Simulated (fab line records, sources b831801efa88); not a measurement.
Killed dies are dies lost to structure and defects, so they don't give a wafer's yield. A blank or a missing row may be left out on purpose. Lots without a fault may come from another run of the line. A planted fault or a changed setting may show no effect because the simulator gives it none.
Tool commonality check | flow gf180mcu | 12 lots, 36 wafers sampled

WHY IT WAS OPENED
At GF_HV_LDD_TW_MEAS_38 the reading HV_LDD_3_TW is flagged on 2 of 12 lots. Wafers without a fault read 1432, standard deviation 16.
Rule: a lot is flagged when every wafer of it that has a number lies more than 4 standard deviations from that mean, or none has a number. The other lots count as sound.

lot  | measured     | on            | HV_LDD_3_TW, wafer by wafer | flag
L296 | day 12 07:41 | film_metro-02 | 1419 1418 1419              |
L297 | day 12 10:19 | film_metro-01 | 1436 1429 1431              |
L299 | day 13 04:40 | film_metro-02 | 1417 1415 1406              |
L301 | day 14 00:26 | film_metro-04 | 1447 1442 1443              |
L303 | day 14 07:14 | film_metro-02 | 1401 1405 1410              |
L304 | day 14 17:11 | film_metro-01 | 1448 1445 1450              |
L307 | day 15 09:46 | film_metro-04 | 1463 1455 1456              |
L311 | day 16 19:17 | film_metro-01 | 1314 1327 1323              | FLAGGED
L312 | day 17 05:23 | film_metro-01 | 1327 1322 1320              | FLAGGED
L314 | day 17 16:10 | film_metro-04 | 1441 1447 1449              |
L315 | day 18 00:55 | film_metro-04 | 1452 1447 1451              |
L316 | day 18 11:08 | film_metro-01 | 1431 1421 1430              |
The numbers of the flagged lots are 1322 on average: -110 against the usual, or -7 standard deviations.

WHICH TOOL RAN EACH LOT
The record holds 2 process steps before the reading, out of a route of 602 steps. In each cell: the tool, then ch and the chambers that the sampled wafers went through, then the start.
lot  | flag    | GF_POLY_GATE_STRIP_14                | GF_HV_LDD_IMPLANT_35
L296 |         | plasma_asher-01 ch 0,1, day 9 20:28  | implanter-01 ch 0, day 12 07:19
L297 |         | plasma_asher-01 ch 0,1, day 9 20:47  | implanter-01 ch 0, day 12 09:55
L299 |         | plasma_asher-04 ch 0,1, day 10 15:55 | implanter-03 ch 0, day 13 04:16
L301 |         | plasma_asher-02 ch 0,1, day 11 08:25 | implanter-04 ch 0, day 14 00:04
L303 |         | plasma_asher-04 ch 0,1, day 11 15:11 | implanter-04 ch 0, day 14 06:50
L304 |         | plasma_asher-01 ch 0, day 12 00:52   | implanter-01 ch 0, day 14 16:48
L307 |         | plasma_asher-01 ch 0,1, day 12 16:23 | implanter-01 ch 0, day 15 09:22
L311 | FLAGGED | plasma_asher-01 ch 0,1, day 13 22:20 | implanter-04 ch 0, day 16 18:53
L312 | FLAGGED | plasma_asher-04 ch 0,1, day 14 08:04 | implanter-04 ch 0, day 17 04:59
L314 |         | plasma_asher-02 ch 0,1, day 14 19:05 | implanter-03 ch 0, day 17 15:46
L315 |         | plasma_asher-02 ch 0,1, day 15 03:02 | implanter-03 ch 0, day 18 00:31
L316 |         | plasma_asher-02 ch 0,1, day 15 09:59 | implanter-03 ch 0, day 18 10:44
What these steps do:
- GF_POLY_GATE_STRIP_14: strips in O2/N2.
- GF_HV_LDD_IMPLANT_35
- GF_HV_LDD_TW_MEAS_38

FLAGGED OVER TOTAL, TOOL BY TOOL (the gauges that took the reading come last)
step                  | tool            | lots run | flagged | share of the flagged lots | sound lots run after its first flagged lot
GF_POLY_GATE_STRIP_14 | plasma_asher-01 | 5        | 1       | some                      | 0
GF_POLY_GATE_STRIP_14 | plasma_asher-02 | 4        | 0       | none                      | -
GF_POLY_GATE_STRIP_14 | plasma_asher-04 | 3        | 1       | some                      | 0
GF_HV_LDD_IMPLANT_35  | implanter-01    | 4        | 0       | none                      | -
GF_HV_LDD_IMPLANT_35  | implanter-03    | 4        | 0       | none                      | -
GF_HV_LDD_IMPLANT_35  | implanter-04    | 4        | 2       | all                       | 0
GF_HV_LDD_TW_MEAS_38  | film_metro-01   | 5        | 2       | all                       | 1 (L316)
GF_HV_LDD_TW_MEAS_38  | film_metro-02   | 3        | 0       | none                      | -
GF_HV_LDD_TW_MEAS_38  | film_metro-04   | 4        | 0       | none                      | -

WHAT THE TABLE ALLOWS
2 rows of the table ran every flagged lot: implanter-04 at GF_HV_LDD_IMPLANT_35, film_metro-01 at GF_HV_LDD_TW_MEAS_38.
- implanter-04 at GF_HV_LDD_IMPLANT_35: 2 of its 4 lots flagged. Its last sound lot is L303 (day 14 06:50), its first flagged lot L311 (day 16 18:53): a fault that began between those two fits. Its own readings lie more than 4 standard deviations out on every wafer of the flagged lots: dose_ions_cm2, faraday_current_uA.
- film_metro-01 at GF_HV_LDD_TW_MEAS_38: 2 of its 5 lots flagged. Sound lots ran on it after the first flagged one (L316), which a lasting fault on the whole tool wouldn't allow.
One tool is left: implanter-04 at GF_HV_LDD_IMPLANT_35.

WHAT THE SIMULATOR HAD PUT IN
Process parameter drift: implanter-04, from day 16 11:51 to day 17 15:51, at GF_HV_LDD_IMPLANT_35. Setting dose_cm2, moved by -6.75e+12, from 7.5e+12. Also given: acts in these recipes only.
Lots struck among those shown: L311, L312. The rule above found the same.
